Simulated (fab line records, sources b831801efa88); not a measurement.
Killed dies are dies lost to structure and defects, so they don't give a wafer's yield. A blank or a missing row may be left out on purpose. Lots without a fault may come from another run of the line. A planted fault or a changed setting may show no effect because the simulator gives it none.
Chamber matching | flow gf180mcu | GF_CONTACT_CMP_27 on cmp-02: 4 sister chambers
The step polishes, stops on SiO2, t overpolish 15 s, target thk 0 nm. 8 wafers are shown with their chamber, then 11 later ones without.

WAFERS WITH THEIR CHAMBER
wafer  | chamber | motor_current_A (A) | time_to_endpoint_s (s)
L074.1 | 0       | 11.4                | 69
L081.2 | 1       | 11.6                | 68
L087.1 | 2       | 11.0                | 66
L087.2 | 0       | 11.3                | 65
L087.3 | 1       | 12.7                | 69
L087.5 | 2       | 10.4                | 66
L087.6 | 3       | 11.5                | 70
L091.3 | 3       | 10.7                | 72

WAFERS WITHOUT THEIR CHAMBER
wafer  | motor_current_A (A) | time_to_endpoint_s (s)
L091.4 | 12.4                | 70
L091.5 | 12.3                | 74
L095.2 | 11.8                | 80
L095.3 | 11.3                | 74
L095.6 | 12.6                | 76
L096.3 | 11.5                | 75
L096.4 | 10.9                | 72
L096.6 | 11.0                | 73
L097.1 | 11.1                | 73
L097.2 | 12.2                | 70
L097.4 | 12.0                | 71

WHICH CHAMBER EACH WENT THROUGH
wafer  | from the rows above          | in truth
L091.4 | can't be placed: 1 or 3 or 0 | 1
L091.5 | can't be placed: 3 or 1 or 0 | 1
L095.2 | can't be placed: 3 or 1      | 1
L095.3 | can't be placed: 3 or 1      | 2
L095.6 | can't be placed: 3 or 1 or 0 | 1
L096.3 | can't be placed: 3 or 1      | 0
L096.4 | 3                            | 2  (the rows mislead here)
L096.6 | 3                            | 3
L097.1 | 3                            | 3
L097.2 | can't be placed: 1 or 3 or 0 | 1
L097.4 | can't be placed: 1 or 3 or 0 | 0
Placed correctly: 2 of 11. Can't be placed from these rows: 8 (the true chamber is among the candidates in 6). Placed wrongly: 1.
How it was worked out, from the rows above alone: a wafer's distance from a chamber is the root of the sum, over the readings, of the square of ((its reading less the chamber's mean) divided by the reading's scatter). The wafer belongs to the nearest chamber; if the next one is less than 2 further off, it can't be placed. A chamber's mean is the mean of its shown wafers. The scatter: the root of (the sum of the squares of (reading less its chamber's mean) over the shown wafers, divided by (wafers less chambers)).
